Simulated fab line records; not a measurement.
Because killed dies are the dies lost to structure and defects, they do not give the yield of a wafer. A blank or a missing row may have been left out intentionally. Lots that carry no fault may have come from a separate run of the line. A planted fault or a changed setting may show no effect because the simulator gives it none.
2 desks, one fault :: flow sky130 :: each desk holds nothing but its own numbers, with what lay behind them at the end

FOR THE TOOL OWNER'S DESK: lithoTrack-02
The tool's own readings at SKY_SD_N_COAT_02 (resist thk 1140 nm): means of the sampled wafers that have a number, for each lot that ran on this tool. If a lot's mean is further than 4 standard deviations from the usual mean, the lot is out of limits and carries the mark OUT (the distance appears in the brackets).
Columns: A = chillPlateTempC at SKY_SD_N_COAT_02, usual 22.99 C
lot: L580
first seen here: day 29 05:58
A: 22.98

lot: L587
first seen here: day 31 07:13
A: 22.97

lot: L588
first seen here: day 31 15:07
A: 22.92

lot: L596
first seen here: day 34 03:07
A: 22.96

lot: L597
first seen here: day 34 13:47
A: 22.81
This desk found nothing out of limits on any of the 5 lots.

AT THE METROLOGY DESK
What the gauges read, lot by lot, whatever tool the lot ran on: means of the sampled wafers that have a number. If a lot's mean is further than 4 standard deviations from the usual mean, the lot is out of limits and carries the mark OUT (the distance appears in the brackets).
Columns: A = cdNm at SKY_SD_N_CD_MEAS_07, usual 380.5 nm
lot: L578
first seen here: day 28 16:14
A: 376.1

lot: L579
first seen here: day 29 20:16
A: 376.0

lot: L580
first seen here: day 29 20:45
A: 381.0

lot: L587
first seen here: day 31 20:34
A: 434.1 (+19) OUT

lot: L588
first seen here: day 32 04:52
A: 433.5 (+19) OUT

lot: L590
first seen here: day 32 13:41
A: 385.6

lot: L591
first seen here: day 33 00:59
A: 379.3

lot: L592
first seen here: day 33 07:32
A: 379.7

lot: L593
first seen here: day 33 18:07
A: 384.5

lot: L595
first seen here: day 33 21:49
A: 383.3

lot: L596
first seen here: day 34 17:19
A: 380.4

lot: L597
first seen here: day 35 02:56
A: 380.2

lot: L598
first seen here: day 35 07:37
A: 377.8

lot: L599
first seen here: day 35 17:45
A: 379.4
This desk's verdict: out of limits on L587, L588, starting with L587 at day 31 20:34 (cdNm at SKY_SD_N_CD_MEAS_07). L578, L579, L580, L590, L591, L592, L593, L595, L596, L597, L598, L599 stayed within limits.

PUT TOGETHER
On L587, L588, the metrology desk was in a position to raise an alarm at day 31 20:34.
The tool owner's desk saw nothing out of limits.
Tool owner's desk: L587, L588 on record, inside its limits.
All the named lots went through SKY_SD_N_COAT_02 on lithoTrack-02.

WHAT WAS PUT IN BY THE SIMULATOR
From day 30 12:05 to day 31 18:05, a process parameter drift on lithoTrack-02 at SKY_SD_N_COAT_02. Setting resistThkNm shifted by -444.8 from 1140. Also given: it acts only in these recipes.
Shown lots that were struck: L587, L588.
Hours from the fault's start to each desk's first reading out of limits: the metrology desk, 32.
